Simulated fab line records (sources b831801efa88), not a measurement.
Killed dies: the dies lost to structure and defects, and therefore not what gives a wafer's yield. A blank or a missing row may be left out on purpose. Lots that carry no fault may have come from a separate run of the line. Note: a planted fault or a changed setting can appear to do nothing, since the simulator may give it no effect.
Matching of chambers || flow sfq line || SFQ_TRILAYER_L0_VIA_ETCH_VIA_ETCH_016 on rie diel-02: 4 sister chambers
The step etches SiO2 in CHF3, stops on MoNx KI, target depth 80 nm. 14 wafers are shown with their chamber, then 6 later ones without.

WAFERS PAIRED WITH THEIR CHAMBERS
{"wafer": "L704.1", "chamber": 2, "drypump motor current A (A)": 5.3, "oes product au (a.u.)": 0.835}
{"wafer": "L704.4", "chamber": 1, "drypump motor current A (A)": 5.7, "oes product au (a.u.)": 0.842}
{"wafer": "L704.6", "chamber": 2, "drypump motor current A (A)": 5.3, "oes product au (a.u.)": 0.861}
{"wafer": "L705.1", "chamber": 3, "drypump motor current A (A)": 6.1, "oes product au (a.u.)": 0.838}
{"wafer": "L705.2", "chamber": 1, "drypump motor current A (A)": 5.7, "oes product au (a.u.)": 0.845}
{"wafer": "L705.4", "chamber": 2, "drypump motor current A (A)": 5.2, "oes product au (a.u.)": 0.838}
{"wafer": "L706.1", "chamber": 1, "drypump motor current A (A)": 5.7, "oes product au (a.u.)": 0.853}
{"wafer": "L706.3", "chamber": 2, "drypump motor current A (A)": 5.2, "oes product au (a.u.)": 0.855}
{"wafer": "L706.4", "chamber": 3, "drypump motor current A (A)": 6.1, "oes product au (a.u.)": 0.843}
{"wafer": "L707.3", "chamber": 0, "drypump motor current A (A)": 4.8, "oes product au (a.u.)": 0.847}
{"wafer": "L707.4", "chamber": 1, "drypump motor current A (A)": 5.7, "oes product au (a.u.)": 0.862}
{"wafer": "L707.5", "chamber": 0, "drypump motor current A (A)": 4.8, "oes product au (a.u.)": 0.861}
{"wafer": "L713.1", "chamber": 1, "drypump motor current A (A)": 5.7, "oes product au (a.u.)": 0.836}
{"wafer": "L713.3", "chamber": 0, "drypump motor current A (A)": 4.8, "oes product au (a.u.)": 0.840}

SIGNATURES (means of the wafers above)
{"reading": "drypump motor current A", "chamber 0": 4.800, "chamber 1": 5.700, "chamber 2": 5.250, "chamber 3": 6.100, "scatter within a chamber": 0.0316}
{"reading": "oes product au", "chamber 0": 0.84933, "chamber 1": 0.84760, "chamber 2": 0.84725, "chamber 3": 0.84050, "scatter within a chamber": 0.0107}
Rule: for a wafer and a chamber, the distance is found by dividing, reading by reading, the gap between the wafer's reading and the chamber's mean by the reading's scatter, squaring, summing and taking the root. The wafer belongs to the nearest chamber; if the next one is less than 2 further off, it can't be placed. How the scatter is found: for the shown wafers, subtract from each reading the mean of its chamber, square and add these, divide the total by (wafers less chambers), then take the root.

WAFERS MISSING THEIR CHAMBER
{"wafer": "L713.6", "drypump motor current A (A)": 6.2, "oes product au (a.u.)": 0.853}
{"wafer": "L717.2", "drypump motor current A (A)": 4.8, "oes product au (a.u.)": 0.838}
{"wafer": "L717.3", "drypump motor current A (A)": 5.3, "oes product au (a.u.)": 0.844}
{"wafer": "L723.2", "drypump motor current A (A)": 4.8, "oes product au (a.u.)": 0.850}
{"wafer": "L723.3", "drypump motor current A (A)": 5.2, "oes product au (a.u.)": 0.847}
{"wafer": "L723.5", "drypump motor current A (A)": 6.2, "oes product au (a.u.)": 0.854}

WHICH CHAMBER EACH WENT THROUGH
{"wafer": "L713.6", "from the rows above": 3, "in truth": 3}
{"wafer": "L717.2", "from the rows above": 0, "in truth": 0}
{"wafer": "L717.3", "from the rows above": 2, "in truth": 2}
{"wafer": "L723.2", "from the rows above": 0, "in truth": 0}
{"wafer": "L723.3", "from the rows above": 2, "in truth": 2}
{"wafer": "L723.5", "from the rows above": 3, "in truth": 3}
Correct placement for 6 of the 6. Can't be placed from these rows: 0. Placed wrongly: 0.
